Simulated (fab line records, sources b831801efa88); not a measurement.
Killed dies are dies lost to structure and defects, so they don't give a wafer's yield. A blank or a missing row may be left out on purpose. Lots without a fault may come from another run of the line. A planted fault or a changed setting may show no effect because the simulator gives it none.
A struck lot beside a sound one | flow sky130 | 16 steps out of a route of 708
Sound: wafers L772.1, L772.2, L772.3. Struck: wafer L778.6. (L778.1, L778.5 of the same lot were not struck and are left out.) The cause comes at the end.
At each step with rows: each side's tool, then ch and its chambers, then its first start. Under that, the readings that differ: sound wafers | struck wafers | difference of the means | sigmas: that difference in standard deviations of wafers without a fault.
alike: readings whose means differ by less than 2 such deviations, and words and numbers that are the same on both sides. not compared: withheld readings, readings that some wafer has no value for, bounds like >300 that may hide the same value, and numbers for which the record gives no deviation and whose values overlap.
The two part at a step that has a row with sigmas, a row that says differs or no value, or rows on one side only. Numbers that don't overlap but have no deviation are shown without sigmas and don't part them. A reading that every wafer of one side lacks parts them only if that side has two wafers or more.

first, 3 steps without rows for these wafers: SKY_METAL2_EXPOSE_12 (exposes mask MM2, target cd 140 nm); SKY_METAL2_PEB_13; SKY_METAL2_DEVELOP_14 (develop time 60 s).
SKY_METAL2_CD_MEAS_15: target cd 140 nm.
  sound on cd_sem-01, day 35 18:01; struck on cd_sem-01, day 37 12:52
  alike: cd_nm
SKY_METAL2_OVL_MEAS_16:
  sound on overlay-01, day 35 18:08; struck on overlay-01, day 37 12:59
  alike: METAL2_OVL
SKY_METAL2_DESCUM_17: chemistry O2, time 8 s.
  sound on rie_metal-03 ch 0,1, day 35 18:11; struck on rie_metal-03 ch 0, day 37 13:01
  alike: drypump_motor_current_A, oes_product_au
  not compared: rf_hours_counter_h
SKY_METAL2_ETCH_18: etches BARC in N2/H2, stops on SiO2, time 45.9 s, target depth 60 nm.
  sound on rie_metal-03 ch 0,1, day 35 18:13; struck on rie_metal-03 ch 0, day 37 13:03
  alike: drypump_motor_current_A, oes_product_au, throttle_valve_pct
  not compared: rf_hours_counter_h
SKY_METAL2_METAL_ETCH_19: etches the open film in Cl2/BCl3, stops on SiO2, target depth 360 nm, time 78 s.
  sound on rie_metal-03 ch 0,1, day 35 18:16; struck on rie_metal-03 ch 0, day 37 13:07
  reading                | sound                | struck | difference | sigmas
  throttle_valve_pct (%) | 22.273 22.268 22.265 | 22.246 | -0.023     | -2
  alike: drypump_motor_current_A, oes_product_au
  not compared: rf_hours_counter_h
SKY_METAL2_STRIP_20: strips in O2/N2.
  sound on plasma_asher-02 ch 0,1, day 35 18:22; struck on plasma_asher-01 ch 0, day 37 13:13
  alike: drypump_motor_current_A, oes_product_au, strip_time_to_endpoint_s
  not compared: rf_hours_counter_h
then, 3 steps without rows for these wafers: SKY_METAL2_STRIP_21 (strips in post etch residue remover, time 1200 s); SKY_METAL2_CLEAN_22 (cleans in IPA, time 180 s); SKY_METAL2_CLEAN_23 (cleans in O3/DIW).
SKY_VIA2_HDPCVD_00: deposits SiO2, target thk 1180 nm, time 196.7 s.
  sound on hdpcvd-02 ch 0,1,2, day 35 18:58; struck on hdpcvd-01 ch 2, day 37 13:48
  reading                                  | sound          | struck | difference | sigmas
  model.SiO2_of_VIA2_HDPCVD_00.thk_nm (nm) | 1176 1201 1200 | 1791   | +599       |
SKY_VIA2_THK_MEAS_01:
  sound on film_metro-01, day 35 19:05; struck on film_metro-03, day 37 13:55
  reading              | sound          | struck | difference | sigmas
  VIA2_HDPCVD_THK (nm) | 1177 1202 1200 | 1790   | +597       | +40
SKY_VIA2_CMP_02: polishes SiO2.
  sound on cmp-01 ch 0,2,3, day 35 19:08; struck on cmp-01 ch 2, day 37 14:05
  alike: motor_current_A
-- the record jumps here: 10 days lie between the struck wafers' starts before and after (it left off in module VIA2 and takes up again in module PAD_OPEN, whose first step shown is number 708 of the route) --
SKY_PAD_OPEN_PROBE_99:
  sound on prober-01, day 46 06:02; struck on prober-02, day 47 15:28
  reading                  | sound          | struck | difference | sigmas
  defect_limited_yield (%) | 83.3 84.3 81.9 | 87.2   | +4.0       | +2
  killed_dies              | 82 77 89       | 63     | -20        | -2
  killed_open              | 41 49 49       | 27     | -19        | -3
  sort_bin_5_function (%)  | 9.8 8.9 11.8   | 6.3    | -3.9       | -3
  sort_n_pass              | 410 415 403    | 429    | +20        | +2
  sort_yield_pct (%)       | 83.3 84.3 81.9 | 87.2   | +4.0       | +2
  alike: killed_at_M0_to_M3, killed_at_M4_up, killed_at_contacts, killed_at_front_end, killed_at_other, killed_short, sort_bin_3_pad_short, sort_bin_6_memory

WHERE THEY PART
First at SKY_METAL2_METAL_ETCH_19; last, within this record, at SKY_PAD_OPEN_PROBE_99.

WHY: what the simulator had put in
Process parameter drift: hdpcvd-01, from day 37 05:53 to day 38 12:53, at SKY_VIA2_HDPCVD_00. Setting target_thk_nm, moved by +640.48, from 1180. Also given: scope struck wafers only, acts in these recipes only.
